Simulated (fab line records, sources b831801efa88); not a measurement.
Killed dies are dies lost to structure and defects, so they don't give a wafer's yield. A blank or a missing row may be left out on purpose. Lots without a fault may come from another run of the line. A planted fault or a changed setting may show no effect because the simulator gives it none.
Chamber matching | flow sky130 | SKY_VIA4_CMP_02 on cmp-01: 4 sister chambers
The step polishes SiO2. 8 wafers are shown with their chamber, then 10 later ones without.

WAFERS WITH THEIR CHAMBER
wafer  | chamber | motor_current_A (A) | platen_rpm (rpm)
L375.4 | 0       | 10.5                | 59.93
L377.2 | 2       | 10.5                | 60.06
L377.5 | 3       | 13.4                | 60.02
L378.2 | 3       | 13.8                | 60.00
L378.4 | 0       | 10.9                | 59.99
L378.5 | 1       | 14.5                | 59.99
L379.2 | 1       | 13.4                | 60.01
L379.4 | 2       | 10.4                | 60.03

WAFERS WITHOUT THEIR CHAMBER
wafer  | motor_current_A (A) | platen_rpm (rpm)
L379.6 | 13.0                | 59.93
L380.2 | 12.9                | 59.96
L380.3 | 11.3                | 60.01
L380.6 | 13.6                | 60.04
L382.1 | 14.0                | 59.96
L382.3 | 10.7                | 60.04
L382.4 | 10.7                | 59.94
L383.2 | 13.2                | 59.98
L383.3 | 10.7                | 60.04
L383.6 | 13.7                | 59.96

WHICH CHAMBER EACH WENT THROUGH
wafer  | from the rows above          | in truth
L379.6 | can't be placed: 3 or 1 or 0 | 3
L380.2 | can't be placed: 3 or 1      | 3
L380.3 | can't be placed: 2 or 0      | 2
L380.6 | can't be placed: 3 or 1      | 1
L382.1 | can't be placed: 1 or 3      | 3
L382.3 | 2                            | 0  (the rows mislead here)
L382.4 | 0                            | 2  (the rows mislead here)
L383.2 | can't be placed: 3 or 1      | 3
L383.3 | 2                            | 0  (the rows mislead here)
L383.6 | can't be placed: 1 or 3      | 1
Placed correctly: 0 of 10. Can't be placed from these rows: 7 (the true chamber is among the candidates in 7). Placed wrongly: 3.
How it was worked out, from the rows above alone: a wafer's distance from a chamber is the root of the sum, over the readings, of the square of ((its reading less the chamber's mean) divided by the reading's scatter). The wafer belongs to the nearest chamber; if the next one is less than 2 further off, it can't be placed. A chamber's mean is the mean of its shown wafers. The scatter: the root of (the sum of the squares of (reading less its chamber's mean) over the shown wafers, divided by (wafers less chambers)).
